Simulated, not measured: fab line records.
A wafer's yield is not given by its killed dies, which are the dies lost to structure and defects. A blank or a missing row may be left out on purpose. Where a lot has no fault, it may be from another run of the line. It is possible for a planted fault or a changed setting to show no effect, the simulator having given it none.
fab line records -- flow sky130 -- part 2 of 2: steps 29 to 41 of 41
[record] lots = 5, wafers = 15, last_day = 50
route steps=708 shown SD_N@358 SD_P@359 RES_XHIGH@360 SALICIDE@361 LI_CONTACT@362 LOCAL_INTERCONNECT@387
lots that met no fault: from a run of the same line without faults
start_h: hours from the record's first day to the start of the lot's first wafer shown -- wait_h: hours since the lot's step before -- " identical to the entry in the row above -- L1.1+2: several wafers, shown together as one row -- - value missing, or start not given -- * or withheld: withheld -- < > ~ a bound
route shown NAME@n: names a module that has steps shown in the file, with the first one's number in the route -- usual: mean/standard deviation taken from wafers without a fault -- same: alike in all rows -- chamber/n: place in a boat -- sites: the reading at each site -- _std_site: standard deviation across them -- _edge_site: the outer-site mean with the inner-site mean subtracted -- radius_mm: for every site, how far away it sits from the centre of the wafer -- mask NAME#n: copy n -- behind: the most recent tool/chamber to have shaped the wafer -- hold: why the lot was held/for how many hours/how that ended -- device: whichever transistor did not switch (one of n, p or np) -- end of line: the same wafers' tests at the end of the route -- a step given without rows: its recipe and nothing more -- killed: the dies lost at the first sort to structure and to defects; this is not the yield of the wafer -- map: dies across one wafer; x = killed, . = not, _ = none there
set.NAME: the run value of the setting; set.NAME@STEP: its run value at that earlier step -- model.NAME: the simulator's own value behind a step, which no gauge read
certain route steps with their lots: each step a table, each wafer a row
services: from which hour (start_h, from the record's first day; less than 0 if before it) a tool's chamber was out of use, for how many hours, and why
[[steps]]
[step SKY_LI_CONTACT_CMP_24]
[recipe] stop_on = PSG, t_overpolish_s = 20, down_force_psi = 3.5, platen_rpm = 60, target_thk_nm = 0, pad_velocity_m_s = 0.94248
[usual] motor_current_A = 11.1/0.97, overpolish_run_s = 20.000/0.0081, time_to_endpoint_s = 98/3.7
lot.wafer,tool,chamber,start_h,wait_h,motor_current_A,overpolish_run_s,time_to_endpoint_s
L083.3,cmp-02,3,760.39,0.3,10.8,20.004,96
L083.5,cmp-02,1,760.39,0.3,13.1,20.013,95
L083.6,cmp-02,2,760.39,0.3,11.9,20.009,97
L086.2,cmp-01,3,787.33,0.0,12.1,19.998,99
L086.1,cmp-01,1,787.33,0.0,11.0,19.997,102
L086.3,cmp-01,2,787.33,0.0,9.0,20.001,102
L087.3,cmp-01,3,791.57,0.0,11.9,20.003,98
L087.1,cmp-01,0,791.57,0.0,10.4,19.993,97
L087.5,cmp-01,0,791.57,0.0,10.1,20.001,97
L091.2,cmp-02,3,809.31,0.1,10.9,19.983,93
L091.5,cmp-02,2,809.31,0.1,12.0,20.007,96
L091.6,cmp-02,3,809.31,0.1,10.8,20.009,92
L097.2,cmp-01,3,852.92,0.0,12.0,19.999,100
L097.3,cmp-01,0,852.92,0.0,10.3,19.997,95
L097.5,cmp-01,3,852.92,0.0,11.5,20.010,99
[step SKY_LOCAL_INTERCONNECT_SPUTTER_00]
[recipe] material = TiN, target_thk_nm = 100, temp_c = 300, power_w = 6500, time_s = 83.3, chamber_pressure_pa = 0.4
[usual] cathode_dc_power_W = 6500.0/1.2, throttle_valve_pct = 29.5/0.95
lot.wafer,tool,chamber,start_h,wait_h,cathode_dc_power_W,throttle_valve_pct
L083.3,pvd_sputter-03,-,760.59,0.1,6499.8,31.2
L083.5,pvd_sputter-03,-,760.59,0.1,6500.2,29.6
L083.6,pvd_sputter-03,-,760.59,0.1,6498.9,29.4
L086.1,pvd_sputter-02,-,787.63,0.1,6501.0,28.3
L086.2,pvd_sputter-02,-,787.63,0.1,6500.9,28.1
L086.3,pvd_sputter-02,-,787.63,0.1,6498.5,29.4
L087.1,pvd_sputter-03,-,791.87,0.2,6501.1,30.2
L087.3,pvd_sputter-03,-,791.87,0.2,6498.8,29.2
L087.5,pvd_sputter-03,-,791.87,0.2,6499.9,29.3
L091.2,pvd_sputter-02,-,809.56,0.2,6499.2,28.0
L091.5,pvd_sputter-02,-,809.56,0.2,6500.4,30.1
L091.6,pvd_sputter-02,-,809.56,0.2,6500.1,28.0
L097.2,pvd_sputter-03,-,853.22,0.2,6500.4,30.4
L097.3,pvd_sputter-03,-,853.22,0.2,6499.6,29.1
L097.5,pvd_sputter-03,-,853.22,0.2,6503.6,30.0
[step SKY_LOCAL_INTERCONNECT_RS_MEAS_01]
[recipe] thk_meas_gauge = four-point-probe, reads = TiN_of_LOCAL_INTERCONNECT_SPUTTER_00
[usual] LOCAL_INTERCONNECT_TIN_RS = 14.15/0.18
lot.wafer,tool,chamber,start_h,wait_h,LOCAL_INTERCONNECT_TIN_RS[ohm/sq]
L083.3,film_metro-03,-,760.70,0.1,13.89
L083.5,film_metro-03,-,760.70,0.1,14.18
L083.6,film_metro-03,-,760.70,0.1,14.05
L086.1,film_metro-01,-,787.69,0.0,14.04
L086.2,film_metro-01,-,787.69,0.0,13.86
L086.3,film_metro-01,-,787.69,0.0,13.79
L087.1,film_metro-01,-,791.93,0.0,14.51
L087.3,film_metro-01,-,791.93,0.0,14.33
L087.5,film_metro-01,-,791.93,0.0,14.24
L091.2,film_metro-03,-,809.64,0.1,13.99
L091.5,film_metro-03,-,809.64,0.1,13.80
L091.6,film_metro-03,-,809.64,0.1,13.90
L097.2,film_metro-03,-,853.30,0.1,14.31
L097.3,film_metro-03,-,853.30,0.1,14.11
L097.5,film_metro-03,-,853.30,0.1,14.19
[step SKY_LOCAL_INTERCONNECT_THK_MEAS_02]
[recipe] thk_meas_gauge = xrf, reads = TiN_of_LOCAL_INTERCONNECT_SPUTTER_00
[usual] LOCAL_INTERCONNECT_TIN_THK = 99.2/1.4
lot.wafer,tool,chamber,start_h,wait_h,LOCAL_INTERCONNECT_TIN_THK[nm]
L083.3,film_metro-03,-,760.80,0.1,100.7
L083.5,film_metro-03,-,760.80,0.1,98.6
L083.6,film_metro-03,-,760.80,0.1,99.1
L086.1,film_metro-01,-,787.81,0.1,99.2
L086.2,film_metro-01,-,787.81,0.1,100.5
L086.3,film_metro-01,-,787.81,0.1,101.1
L087.1,film_metro-01,-,792.05,0.1,95.8
L087.3,film_metro-01,-,792.05,0.1,97.6
L087.5,film_metro-01,-,792.05,0.1,98.3
L091.2,film_metro-03,-,809.75,0.1,99.6
L091.5,film_metro-03,-,809.75,0.1,100.7
L091.6,film_metro-03,-,809.75,0.1,100.0
L097.2,film_metro-03,-,853.41,0.1,98.0
L097.3,film_metro-03,-,853.41,0.1,98.9
L097.5,film_metro-03,-,853.41,0.1,98.8
[step SKY_LOCAL_INTERCONNECT_DEHYDRATE_03]
[recipe] temp_c = 200, time_s = 60
lot.wafer,tool,chamber,start_h,wait_h
L083.3+5+6,litho_track-04,0,773.29,12.5
L086.1+2+3,litho_track-02,0,799.47,11.6
L087.1+3+5,litho_track-03,0,804.17,12.1
L091.2+5+6,litho_track-02,0,822.20,12.4
L097.2+3+5,litho_track-03,0,865.90,12.5
[step SKY_LOCAL_INTERCONNECT_HMDS_04]
[recipe] prime_time_s = 60, prime_temp_c = 120
lot.wafer,tool,chamber,start_h,wait_h
L083.3+5+6,litho_track-04,0,773.44,0.1
L086.1+2+3,litho_track-02,0,799.62,0.1
L087.1+3+5,litho_track-03,0,804.32,0.1
L091.2+5+6,litho_track-02,0,822.35,0.1
L097.2+3+5,litho_track-03,0,866.05,0.1
[step SKY_LOCAL_INTERCONNECT_COAT_05]
[recipe] resist = BARC, temp_c = withheld, time_s = withheld, spin_rpm = 3000, resist_thk_nm = 60
lot.wafer,tool,chamber,start_h,wait_h
L083.3+5+6,litho_track-04,0,773.59,0.1
L086.1+2+3,litho_track-02,0,799.77,0.1
L087.1+3+5,litho_track-03,0,804.47,0.1
L091.2+5+6,litho_track-02,0,822.50,0.1
L097.2+3+5,litho_track-03,0,866.20,0.1
[step SKY_LOCAL_INTERCONNECT_COAT_06]
[recipe] resist = KrF-thick, spin_rpm = 3000, resist_thk_nm = 450
lot.wafer,tool,chamber,start_h,wait_h
L083.3+5+6,litho_track-04,0,-,-
L086.1+2+3,litho_track-02,0,-,-
L087.1+3+5,litho_track-03,0,-,-
L091.2+5+6,litho_track-02,0,-,-
L097.2+3+5,litho_track-03,0,-,-
[step SKY_LOCAL_INTERCONNECT_SOFTBAKE_07]
[recipe] temp_c = 100, time_s = 90, resist = KrF-thick
lot.wafer,tool,chamber,start_h,wait_h
L083.3+5+6,litho_track-04,0,-,-
L086.1+2+3,litho_track-02,0,-,-
L087.1+3+5,litho_track-03,0,-,-
L091.2+5+6,litho_track-02,0,-,-
L097.2+3+5,litho_track-03,0,-,-
[step SKY_LOCAL_INTERCONNECT_EXPOSE_08]
[recipe] mask_id = LI1M, na = 0.8, source_shape = annular, sigma_inner = 0.55, sigma_outer = 0.85, target_cd_nm = 170, dose_mj = 28
[usual] exposure_dose_mJ_cm2 = 28.003/0.029
lot.wafer,tool,chamber,start_h,wait_h,mask,exposure_dose_mJ_cm2
L083.3,krf_scanner-01,0,-,-,LI1M#0,27.983
L083.5,krf_scanner-01,0,-,-,LI1M#0,27.987
L083.6,krf_scanner-01,0,-,-,LI1M#0,27.981
L086.1,krf_scanner-02,0,-,-,LI1M#0,28.030
L086.2,krf_scanner-02,0,-,-,LI1M#0,28.046
L086.3,krf_scanner-02,0,-,-,LI1M#0,28.059
L087.1,krf_scanner-02,0,-,-,LI1M#0,27.974
L087.3,krf_scanner-02,0,-,-,LI1M#0,27.962
L087.5,krf_scanner-02,0,-,-,LI1M#0,27.987
L091.2,krf_scanner-02,0,-,-,LI1M#0,28.021
L091.5,krf_scanner-02,0,-,-,LI1M#0,28.015
L091.6,krf_scanner-02,0,-,-,LI1M#0,27.996
L097.2,krf_scanner-02,0,-,-,LI1M#0,27.992
L097.3,krf_scanner-02,0,-,-,LI1M#0,28.002
L097.5,krf_scanner-02,0,-,-,LI1M#0,27.990
[step SKY_LOCAL_INTERCONNECT_PEB_09]
[recipe] peb_temp_c = withheld, peb_time_s = withheld, resist = KrF-thick
lot.wafer,tool,chamber,start_h,wait_h
L083.3+5+6,litho_track-02,0,-,-
L086.1+2+3,litho_track-04,0,-,-
L087.1+3+5,litho_track-04,0,-,-
L091.2+5+6,litho_track-03,0,-,-
L097.2+3+5,litho_track-03,0,-,-
[step SKY_LOCAL_INTERCONNECT_DEVELOP_10]
[recipe] develop_time_s = 60, resist = KrF-thick, dev_temp_c = 21
lot.wafer,tool,chamber,start_h,wait_h
L083.3+5+6,litho_track-02,0,-,-
L086.1+2+3,litho_track-04,0,-,-
L087.1+3+5,litho_track-04,0,-,-
L091.2+5+6,litho_track-03,0,-,-
L097.2+3+5,litho_track-03,0,-,-
[step SKY_LOCAL_INTERCONNECT_CD_MEAS_11]
[recipe] target_cd_nm = 170
[usual] cd_nm = 170.1/1.3
lot.wafer,tool,chamber,start_h,wait_h,cd_nm
L083.3,cd_sem-01,-,787.71,-,172.4
L083.5,cd_sem-01,-,787.71,-,172.1
L083.6,cd_sem-01,-,787.71,-,172.0
L086.1,cd_sem-01,-,813.69,-,170.0
L086.2,cd_sem-01,-,813.69,-,168.8
L086.3,cd_sem-01,-,813.69,-,169.9
L087.1,cd_sem-02,-,818.69,-,169.9
L087.3,cd_sem-02,-,818.69,-,169.0
L087.5,cd_sem-02,-,818.69,-,169.0
L091.2,cd_sem-02,-,836.09,-,171.7
L091.5,cd_sem-02,-,836.09,-,170.0
L091.6,cd_sem-02,-,836.09,-,170.8
L097.2,cd_sem-01,-,879.39,-,170.0
L097.3,cd_sem-01,-,879.39,-,171.6
L097.5,cd_sem-01,-,879.39,-,169.3
[[services]]
tool,chamber,start_h,hours,kind
krf_scanner-02,-,708.14,1.3,pm
wet_bench-01,-,712.45,2.0,repair
cvd_w-01,0,716.98,2.7,repair
pvd_sputter-03,-,717.26,1.2,repair
rie_diel-02,0,724.90,11.1,repair
cmp-01,-,730.36,38.0,repair
cmp-01,-,731.01,0.3,repair
wet_bench-02,-,731.56,8.1,repair
cmp-02,-,743.36,0.6,repair
cmp-02,-,747.47,4.0,pm
krf_scanner-02,-,749.06,3.0,pm
pvd_sputter-03,-,754.44,1.2,repair
krf_scanner-02,-,760.64,0.8,pm
cmp-01,-,767.22,3.0,repair
pvd_sputter-03,-,776.90,1.8,repair
pvd_sputter-02,-,790.80,6.8,repair
cmp-02,-,801.19,6.4,pm
cmp-01,-,811.28,4.4,repair
cmp-01,-,811.64,1.3,repair
cmp-01,-,813.94,0.7,repair
cmp-02,-,823.45,4.4,repair
cmp-02,-,841.06,1.4,repair
krf_scanner-02,-,845.80,1.0,pm
cmp-01,-,870.69,0.5,repair
